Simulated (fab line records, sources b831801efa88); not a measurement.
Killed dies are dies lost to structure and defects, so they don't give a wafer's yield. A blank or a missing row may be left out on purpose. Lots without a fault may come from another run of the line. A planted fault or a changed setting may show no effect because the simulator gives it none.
Chamber matching | flow gf180mcu | GF_V1_ETCH_16 on rie_diel-03: 4 sister chambers
The step etches BARC in N2/H2. 8 wafers are shown with their chamber, then 7 later ones without.

WAFERS WITH THEIR CHAMBER
wafer  | chamber | drypump_motor_current_A (A) | oes_product_au (a.u.)
L488.1 | 1       | 6.5                         | 0.855
L490.1 | 3       | 5.5                         | 0.851
L490.4 | 1       | 6.4                         | 0.855
L495.1 | 2       | 5.1                         | 0.843
L495.2 | 0       | 5.0                         | 0.860
L495.6 | 3       | 5.5                         | 0.855
L500.1 | 2       | 5.1                         | 0.854
L500.3 | 0       | 5.0                         | 0.857

WAFERS WITHOUT THEIR CHAMBER
wafer  | drypump_motor_current_A (A) | oes_product_au (a.u.)
L500.5 | 5.0                         | 0.857
L503.1 | 5.5                         | 0.854
L503.3 | 5.1                         | 0.851
L503.4 | 6.4                         | 0.853
L505.2 | 5.1                         | 0.856
L505.5 | 5.0                         | 0.855
L505.6 | 5.5                         | 0.851

WHICH CHAMBER EACH WENT THROUGH
wafer  | from the rows above     | in truth
L500.5 | 0                       | 0
L503.1 | 3                       | 3
L503.3 | 2                       | 2
L503.4 | 1                       | 1
L505.2 | can't be placed: 2 or 0 | 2
L505.5 | 0                       | 0
L505.6 | 3                       | 3
Placed correctly: 6 of 7. Can't be placed from these rows: 1 (the true chamber is among the candidates in 1). Placed wrongly: 0.
How it was worked out, from the rows above alone: a wafer's distance from a chamber is the root of the sum, over the readings, of the square of ((its reading less the chamber's mean) divided by the reading's scatter). The wafer belongs to the nearest chamber; if the next one is less than 2 further off, it can't be placed. A chamber's mean is the mean of its shown wafers. The scatter: the root of (the sum of the squares of (reading less its chamber's mean) over the shown wafers, divided by (wafers less chambers)).
